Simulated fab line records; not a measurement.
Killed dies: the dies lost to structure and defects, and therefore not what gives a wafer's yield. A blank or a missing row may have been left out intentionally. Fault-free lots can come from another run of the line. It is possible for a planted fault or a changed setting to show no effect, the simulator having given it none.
Lot-split experiment :: flow gf180mcu :: on a route of 602 steps: 5 lots, 23 wafers read

== THE SPLIT ITSELF ==
At GF_PSD_IMPLANT_09, the setting energy kev was moved away from the recipe's 40 on 9 of the 23 wafers read, by -6.8% to -3.4%. This setting was run at the recipe's value on the other wafers.

== FROM THE SPLIT TO THE READING: what the file shows between them, 4 steps ==
- GF_PSD_STRIP_10: strips in O2/N2
- GF_PSD_CLEAN_12: cleans in SC1/SC2, time 150 s
- GF_PSD_RTA_13: time 20 s
- GF_PSD_RS_MEAS_14: measures by four-point-probe

== THE READING ==
PSD_RS (ohm/sq), read at GF_PSD_RS_MEAS_15 with a four-point probe. A value of 108.4 ohm/sq with a standard deviation of 0.33 ohm/sq is what fault-free wafers of this fab line usually give.

wafer: L074.1
tool, chamber at the split: implanter-01, 0
energy kev as run: 40
against the recipe: recipe
PSD_RS, ohm/sq: 108.4
against lot-mates on the recipe: -

wafer: L074.2
tool, chamber at the split: implanter-01, 0
energy kev as run: 40
against the recipe: recipe
PSD_RS, ohm/sq: 108.5
against lot-mates on the recipe: -

wafer: L074.3
tool, chamber at the split: implanter-01, 0
energy kev as run: 40
against the recipe: recipe
PSD_RS, ohm/sq: 108.1
against lot-mates on the recipe: -

wafer: L078.1
tool, chamber at the split: implanter-01, 0
energy kev as run: 38.64
against the recipe: -3.4%
PSD_RS, ohm/sq: 109.8
against lot-mates on the recipe: +1.7

wafer: L078.2
tool, chamber at the split: implanter-01, 0
energy kev as run: 40
against the recipe: recipe
PSD_RS, ohm/sq: 107.9
against lot-mates on the recipe: -

wafer: L078.3
tool, chamber at the split: implanter-01, 0
energy kev as run: 38.64
against the recipe: -3.4%
PSD_RS, ohm/sq: 110.1
against lot-mates on the recipe: +2.0

wafer: L078.4
tool, chamber at the split: implanter-01, 0
energy kev as run: 38.64
against the recipe: -3.4%
PSD_RS, ohm/sq: 110.0
against lot-mates on the recipe: +1.9

wafer: L078.6
tool, chamber at the split: implanter-01, 0
energy kev as run: 40
against the recipe: recipe
PSD_RS, ohm/sq: 108.2
against lot-mates on the recipe: -

wafer: L081.1
tool, chamber at the split: implanter-04, 0
energy kev as run: 37.34
against the recipe: -6.6%
PSD_RS, ohm/sq: 111.9
against lot-mates on the recipe: +3.5

wafer: L081.3
tool, chamber at the split: implanter-04, 0
energy kev as run: 40
against the recipe: recipe
PSD_RS, ohm/sq: 108.5
against lot-mates on the recipe: -

wafer: L081.4
tool, chamber at the split: implanter-04, 0
energy kev as run: 37.34
against the recipe: -6.6%
PSD_RS, ohm/sq: 112.1
against lot-mates on the recipe: +3.7

wafer: L081.5
tool, chamber at the split: implanter-04, 0
energy kev as run: 40
against the recipe: recipe
PSD_RS, ohm/sq: 108.3
against lot-mates on the recipe: -

wafer: L081.6
tool, chamber at the split: implanter-04, 0
energy kev as run: 37.34
against the recipe: -6.6%
PSD_RS, ohm/sq: 111.7
against lot-mates on the recipe: +3.3

wafer: L082.1
tool, chamber at the split: implanter-04, 0
energy kev as run: 37.3
against the recipe: -6.8%
PSD_RS, ohm/sq: 112.3
against lot-mates on the recipe: +3.6

wafer: L082.3
tool, chamber at the split: implanter-04, 0
energy kev as run: 40
against the recipe: recipe
PSD_RS, ohm/sq: 108.5
against lot-mates on the recipe: -

wafer: L082.4
tool, chamber at the split: implanter-04, 0
energy kev as run: 37.3
against the recipe: -6.8%
PSD_RS, ohm/sq: 112.2
against lot-mates on the recipe: +3.5

wafer: L082.5
tool, chamber at the split: implanter-04, 0
energy kev as run: 40
against the recipe: recipe
PSD_RS, ohm/sq: 108.9
against lot-mates on the recipe: -

wafer: L082.6
tool, chamber at the split: implanter-04, 0
energy kev as run: 37.3
against the recipe: -6.8%
PSD_RS, ohm/sq: 112.4
against lot-mates on the recipe: +3.7

wafer: L085.1
tool, chamber at the split: implanter-04, 0
energy kev as run: 40
against the recipe: recipe
PSD_RS, ohm/sq: 107.7
against lot-mates on the recipe: -

wafer: L085.2
tool, chamber at the split: implanter-04, 0
energy kev as run: 40
against the recipe: recipe
PSD_RS, ohm/sq: 108.0
against lot-mates on the recipe: -

wafer: L085.3
tool, chamber at the split: implanter-04, 0
energy kev as run: 40
against the recipe: recipe
PSD_RS, ohm/sq: 108.2
against lot-mates on the recipe: -

wafer: L085.4
tool, chamber at the split: implanter-04, 0
energy kev as run: 40
against the recipe: recipe
PSD_RS, ohm/sq: 108.4
against lot-mates on the recipe: -

wafer: L085.6
tool, chamber at the split: implanter-04, 0
energy kev as run: 40
against the recipe: recipe
PSD_RS, ohm/sq: 107.9
against lot-mates on the recipe: -

THE FIT
A straight line over all 23 wafers: PSD_RS changes by -0.57 ohm/sq for each +1% of energy kev; r = -0.99; the points scatter about the line by 0.29 ohm/sq.
The same after taking each lot's own level away (the mean of its wafers on the recipe; 23 wafers): -0.532 ohm/sq for each +1%; r = -0.99; scatter 0.18 ohm/sq.
Per that fit: largest energy kev move, reading shift of 3.6 ohm/sq.
The span of the lots' own levels, 108.04 to 108.70 ohm/sq, comes to 2.0 times the standard deviation stated above.
Consequently the slope shifts little with the lot-to-lot level, the two slopes agreeing.
Check: with one of the wafers moved furthest among these (-6.8%) left out of the fit, the line predicts +3.6 ohm/sq for it against its lot-mates. Against them it came out at +3.6 ohm/sq.

== ADDITIONAL SPLITS CARRIED BY THESE WAFERS ==
Other splits were also applied to these wafers ahead of the reading. Each is held against what the fit with the lots' levels taken away leaves over:
other split on the same wafers: GF_HV_LDD_SOFTBAKE_27 temp c
wafers away from the commonest value: 7
r with PSD_RS (lot level and that fit taken away): -0.34

other split on the same wafers: GF_HV_LDD_COAT_41 spin rpm
wafers away from the commonest value: 10
r with PSD_RS (lot level and that fit taken away): +0.00

other split on the same wafers: GF_HV_LDD_DEVELOP_45 develop time s
wafers away from the commonest value: 10
r with PSD_RS (lot level and that fit taken away): -0.06

other split on the same wafers: GF_NSD_DEVELOP_06 dev temp c
wafers away from the commonest value: 7
r with PSD_RS (lot level and that fit taken away): +0.09

other split on the same wafers: GF_NSD_IMPLANT_09 energy kev
wafers away from the commonest value: 9
r with PSD_RS (lot level and that fit taken away): -0.19

== THE WHOLE CHAIN: every reading that the file lists as answering this split, in the file's order ==
step: GF_PSD_IMPLANT_09
what it does: 
reading: implant.rp nm (the simulator's own value, which no gauge read)
change (the file's fit): +0.249 nm for each +1% of the setting
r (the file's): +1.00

step: GF_PSD_IMPLANT_09
what it does: 
reading: implant.drp nm (the simulator's own value, which no gauge read)
change (the file's fit): +0.112 nm for each +1% of the setting
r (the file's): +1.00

step: GF_PSD_STRIP_10
what it does: strips in O2/N2
reading: strip time to endpoint s
change (the file's fit): withheld for each +1% of the setting
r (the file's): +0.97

step: GF_PSD_RS_MEAS_15
what it does: measures by four-point-probe
reading: PSD_RS
change (the file's fit): -0.537 for each +1% of the setting
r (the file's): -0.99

== THE FILE'S OWN FIT ==
PSD_RS changes by -0.537 ohm/sq for each +1% of energy kev, r = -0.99.
